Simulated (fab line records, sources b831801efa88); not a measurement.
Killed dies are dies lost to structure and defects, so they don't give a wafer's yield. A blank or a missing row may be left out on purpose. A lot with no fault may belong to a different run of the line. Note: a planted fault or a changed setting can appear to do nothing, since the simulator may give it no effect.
Commonality check across tools    flow gf180mcu    13 lots and 45 wafers in the sample

== WHY THIS WAS OPENED ==
Of 13 lots, 2 have the reading HV_LDD_2_TW flagged at GF_HV_LDD_TW_MEAS_23. Fault-free wafers read 1056, with a standard deviation of 10.
Rule: a lot is flagged when every wafer of it that has a number lies more than 4 standard deviations from that mean, or none has a number. The other lots count as sound.

lot   measured      on             HV_LDD_2_TW, wafer by wafer  flag
L200  day 10 19:45  film-metro-04  1072 1077 1073               
L201  day 11 00:55  film-metro-03  1052 1055 1055               
L202  day 11 06:52  film-metro-04  1069 1073 1066               
L205  day 12 06:34  film-metro-02  1049 1048 1052               
L206  day 12 18:52  film-metro-02  1051 1041 1047               
L207  day 13 01:26  film-metro-02  1049 1046 1047               
L208  day 13 06:31  film-metro-02  1051 1048 1043               
L213  day 14 23:02  film-metro-04  1075 1078 1077               
L216  day 15 19:13  film-metro-02  1048 1054 1052               
L217  day 16 01:32  film-metro-02  988 995 995 989 991 995      FLAGGED
L220  day 17 03:47  film-metro-02  993 991 989 989 991 995      FLAGGED
L221  day 17 08:13  film-metro-04  1069 1072 1071               
L222  day 17 20:52  film-metro-02  1049 1051 1046               
The mean of the flagged lots' numbers is 992, -64 from the usual (-6 standard deviations).

== WHICH TOOL EACH LOT WENT THROUGH ==
The record holds 1 process step before the reading, out of a route of 602 steps. Cell contents, in order: the tool; ch with the chambers the sampled wafers went through; the start.
lot   flag     GF_HV_LDD_IMPLANT_21
L200           implanter-01 ch 0, day 10 19:30
L201           implanter-03 ch 0, day 11 00:40
L202           implanter-01 ch 0, day 11 06:37
L205           implanter-02 ch 0, day 12 06:20
L206           implanter-02 ch 0, day 12 18:37
L207           implanter-02 ch 0, day 13 01:12
L208           implanter-03 ch 0, day 13 06:16
L213           implanter-02 ch 0, day 14 22:48
L216           implanter-02 ch 0, day 15 18:58
L217  FLAGGED  implanter-01 ch 0, day 16 01:17
L220  FLAGGED  implanter-01 ch 0, day 17 03:33
L221           implanter-02 ch 0, day 17 07:58
L222           implanter-02 ch 0, day 17 20:37
What is done by these steps:
- GF_HV_LDD_IMPLANT_21
- GF_HV_LDD_TW_MEAS_23

== FLAGGED OVER TOTAL, TOOL BY TOOL (the gauges that took the reading come last) ==
step                  tool           lots run  flagged  share of the flagged lots  sound lots run after its first flagged lot
GF_HV_LDD_IMPLANT_21  implanter-01   4         2        all                        0
GF_HV_LDD_IMPLANT_21  implanter-02   7         0        none                       -
GF_HV_LDD_IMPLANT_21  implanter-03   2         0        none                       -
GF_HV_LDD_TW_MEAS_23  film-metro-02  8         2        all                        1 (L222)
GF_HV_LDD_TW_MEAS_23  film-metro-03  1         0        none                       -
GF_HV_LDD_TW_MEAS_23  film-metro-04  4         0        none                       -

== WHAT THE TABLE ALLOWS ==
Table rows that saw every flagged lot: 2, namely implanter-01 at GF_HV_LDD_IMPLANT_21 and film-metro-02 at GF_HV_LDD_TW_MEAS_23.
- implanter-01 at GF_HV_LDD_IMPLANT_21 ran 4 lots, 2 of them flagged. Its last sound lot is L202 (day 11 06:37), its first flagged lot L217 (day 16 01:17): a fault that began between those two fits. Its own readings (dose-ions-cm2, faraday-current-uA) fall more than 4 standard deviations out on all wafers of the flagged lots.
- film-metro-02 at GF_HV_LDD_TW_MEAS_23 ran 8 lots, 2 of them flagged. Sound lots ran on it after the first flagged one (L222), which a lasting fault on the whole tool wouldn't allow.
One tool is left: implanter-01 at GF_HV_LDD_IMPLANT_21.

== WHAT THE SIMULATOR HAD INSERTED ==
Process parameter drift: implanter-01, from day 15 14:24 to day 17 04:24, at GF_HV_LDD_IMPLANT_21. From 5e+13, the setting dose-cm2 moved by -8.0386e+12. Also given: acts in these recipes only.
Struck lots among those shown: L217, L220. The rule above reached the same finding.
